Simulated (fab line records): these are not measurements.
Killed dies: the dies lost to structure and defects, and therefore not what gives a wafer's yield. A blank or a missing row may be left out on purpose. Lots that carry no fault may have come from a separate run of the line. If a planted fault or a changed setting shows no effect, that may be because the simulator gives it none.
Struck lot and sound lot, side by side :: flow sky130 :: 30 out of 708 route steps
Sound: wafers L618.1, L618.2, L618.4. Wafers L621.1, L621.4, L621.6 were the ones struck. Last of all comes the cause.
Each step with rows lists, per side, the tool, then ch with its chambers, then its first start. Under that, the readings that differ: sound wafers :: struck wafers :: difference of the means :: sigmas: that difference in standard deviations of wafers without a fault.
alike: words and numbers the same on both sides, and readings whose means are apart by under 2 such deviations; not compared: readings that were withheld, readings missing a value for some wafer, numbers with overlapping values and no deviation given by the record, and bounds like >300 which may hide the same value.
The two part at a step that has a row with sigmas, a row that says differs or no value, or rows on one side only. Numbers that have no deviation but don't overlap get no sigmas and don't part them. A reading that every wafer of one side lacks parts them only if that side has two wafers or more.

first, 5 steps without rows for these wafers: SKY_SONOS_ONO_COAT_08 (resist thk 1140 nm); SKY_SONOS_ONO_SOFTBAKE_09 (time 60 s); SKY_SONOS_ONO_EXPOSE_10 (exposes mask ONOM, target cd 410 nm); SKY_SONOS_ONO_PEB_11; SKY_SONOS_ONO_DEVELOP_12 (develop time 60 s).
SKY_SONOS_ONO_CD_MEAS_13 targets a cd of 410 nm.
  sound: cdSem-01 at day 13 01:24; struck: cdSem-01 at day 13 15:51
  alike: cdNm
SKY_SONOS_ONO_OVL_MEAS_14:
  sound: overlay-02 at day 13 01:31; struck: overlay-01 at day 13 15:58
  alike: SONOS_ONO_OVL
SKY_SONOS_ONO_ETCH_15: etches the open film in CHF3/O2, target depth 19.52 nm, time 7.8 s.
  sound on rieDiel-02 ch 0,1,2, day 13 01:34; struck on rieDiel-03 ch 1,3, day 13 16:01
  alike: drypumpMotorCurrentA, oesProductAu, throttleValvePct
  not compared: rfHoursCounterH
then, 1 step without rows for these wafers: SKY_SONOS_ONO_WET_ETCH_16 (etches SiO2 in dHF, target depth 14 nm, time 280 s).
SKY_SONOS_ONO_STRIP_17: strips in O2/N2.
  sound on plasmaAsher-03 ch 0,1, day 13 01:40; struck on plasmaAsher-03 ch 0,1, day 13 16:08
  alike: drypumpMotorCurrentA, oesProductAu, stripTimeToEndpointS
  not compared: rfHoursCounterH
then, 2 steps without rows for these wafers: SKY_SONOS_ONO_WET_ETCH_18 (etches Si3N4 in H3PO4, target depth 15 nm, time 172 s); SKY_GATE_OXIDE_CLEAN_00 (cleans in SC1/SC2, time 150 s).
SKY_GATE_OXIDE_OXIDATION_01: stabilise 600 s, purge 300 s, target thk 10.268 nm.
  sound on furnace-02 ch 0, day 13 02:33; struck on furnace-02 ch 0, day 13 16:56
reading: spikeTcBottomC (C)
sound: 920.5 920.1 920.6
struck: 896.9 897.3 897.9
difference: -23.0
sigmas: -21

reading: spikeTcCentreC (C)
sound: 902.1 900.8 899.2
struck: 880.1 877.9 878.0
difference: -22.0
sigmas: -22

reading: spikeTcLowerC (C)
sound: 898.5 899.7 901.0
struck: 879.6 879.8 875.4
difference: -21.5
sigmas: -11

reading: spikeTcTopC (C)
sound: 911.6 909.1 910.2
struck: 886.9 888.4 889.3
difference: -22.1
sigmas: -22

reading: spikeTcUpperC (C)
sound: 899.6 898.9 899.9
struck: 879.0 877.9 878.2
difference: -21.1
sigmas: -19

reading: tubeCenterTempC (C)
sound: 900.08 899.95 900.12
struck: 877.74 877.57 877.72
difference: -22.37
sigmas: -99 or more

reading: tube_center_temp_C_max
sound: 902.2 901.9 902.2
struck: 879.5 880.3 879.5
difference: -22.3
sigmas: -54

reading: zonePowerCentrePct (%)
sound: 18.24 18.08 17.94
struck: 17.35 17.43 17.27
difference: -0.74
sigmas: -4

reading: model.SiO2_of_GATE_OXIDE_OXIDATION_01.thkNm (nm)
sound: 10.39 10.03 10.18
struck: 8.135 8.056 8.045
difference: -2.121
sigmas: 
  alike: zonePowerBottomPct
SKY_GATE_OXIDE_THK_MEAS_02:
  sound: filmMetro-02 at day 13 03:58; struck: filmMetro-01 at day 13 18:20
reading: GATE_OXIDE_OXIDATION_00_THK (nm)
sound: 10.34 10.05 10.17
struck: 8.10 8.03 8.03
difference: -2.13
sigmas: -13
then, 7 steps without rows for these wafers: SKY_GATE_OXIDE_DEHYDRATE_03 (time 60 s); SKY_GATE_OXIDE_HMDS_04 (prime time 60 s); SKY_GATE_OXIDE_COAT_05 (resist thk 1140 nm); SKY_GATE_OXIDE_SOFTBAKE_06 (time 60 s); SKY_GATE_OXIDE_EXPOSE_07 (exposes mask LVOM, target cd 600 nm); SKY_GATE_OXIDE_PEB_08; SKY_GATE_OXIDE_DEVELOP_09 (develop time 60 s).
SKY_GATE_OXIDE_OVL_MEAS_10:
  sound: overlay-01 at day 14 05:23; struck: overlay-01 at day 14 18:53
  alike: GATE_OXIDE_OVL
then, 2 steps without rows for these wafers: SKY_GATE_OXIDE_IMPLANT_11; SKY_GATE_OXIDE_WET_ETCH_12 (etches SiO2 in dHF, target depth 16.8 nm, time 336 s).
SKY_GATE_OXIDE_STRIP_13: strips in O2/N2.
  sound on plasmaAsher-04 ch 0,1, day 14 05:41; struck on plasmaAsher-03 ch 0,1, day 14 19:11
  alike: drypumpMotorCurrentA, oesProductAu, stripTimeToEndpointS
  not compared: rfHoursCounterH
SKY_GATE_OXIDE_TW_MEAS_14:
  sound: filmMetro-01 at day 14 05:47; struck: filmMetro-01 at day 14 19:17
  alike: GATE_OXIDE_TW
then, 1 step without rows for these wafers: SKY_GATE_OXIDE_CLEAN_15 (cleans in SC1/SC2, time 150 s).
SKY_GATE_OXIDE_OXIDATION_16: stabilise 600 s, purge 300 s, target thk 3.57 nm.
  sound on furnace-01 ch 0, day 14 05:54; struck on furnace-01 ch 0, day 14 20:53
reading: model.SiO2_of_GATE_OXIDE_OXIDATION_01.thkNm (nm)
sound: 11.74 11.4 11.52
struck: 9.614 9.506 9.512
difference: -2.009
sigmas: 
  alike: spikeTcBottomC, spikeTcCentreC, spikeTcLowerC, spikeTcTopC, spikeTcUpperC, tubeCenterTempC, tube_center_temp_C_max, zonePowerBottomPct, zonePowerCentrePct
then, 1 step without rows for these wafers: SKY_POLY_GATE_CVD_00 (deposits poly-Si, target thk 180 nm, time 720 s).
-- a jump in the record: the struck wafers' starts before and after are 32 days apart (it breaks off in module POLY_GATE and resumes in module PAD_OPEN, where the first step shown is number 708 of the route) --
SKY_PAD_OPEN_PROBE_99:
  sound: prober-02 at day 45 22:58; struck: prober-02 at day 46 11:29
reading: killed_at_M4_up
sound: 4 0 1
struck: 9 5 7
difference: +5
sigmas: +3

reading: model.etest.nfet_16v.rOnOhmUm
sound: 1.416e+04 1.395e+04 1.419e+04
struck: 1.284e+04 1.273e+04 1.264e+04
difference: -1.363e+03
sigmas: 

reading: model.etest.pfetG5v0d10v5.rOnOhmUm
sound: 4804 4727 4739
struck: 4372 4391 4340
difference: -389
sigmas: 

reading: model.etest.tipSonos.rsOhmSq
sound: 2692 2574 2611
struck: 2271 2265 2290
difference: -350
sigmas: 

reading: model.etest.nfetG5v0d10v5.rOnOhmUm
sound: 1905 1858 1879
struck: 1725 1705 1708
difference: -168
sigmas: 

reading: model.etest.nfetG5v0d10v5.driveUaUm
sound: 592.8 615.5 606.7
struck: 706.7 720 724.9
difference: +112.2
sigmas: 

reading: model.etest.nfet_05v0_nvt.driveUaUm
sound: 569.3 583.8 579.3
struck: 670.8 681.7 684.9
difference: +101.7
sigmas: 

reading: model.etest.pfetG5v0d10v5.driveUaUm
sound: 337.8 345.4 346.9
struck: 386.1 384.8 390.1
difference: +43.6
sigmas: 
  alike: killed_at_M0_to_M3, killedAtContacts, killedAtFrontEnd, killedAtOther, killedDies, killedOpen, killedShort
  not compared: model.etest.pfet_16v.rOnOhmUm

## WHERE THEY PART
Earliest at SKY_GATE_OXIDE_OXIDATION_01; latest, in this record, at SKY_PAD_OPEN_PROBE_99.

WHY: what the simulator had put in
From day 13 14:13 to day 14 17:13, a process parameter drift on furnace-02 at SKY_GATE_OXIDE_OXIDATION_01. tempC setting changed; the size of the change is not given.
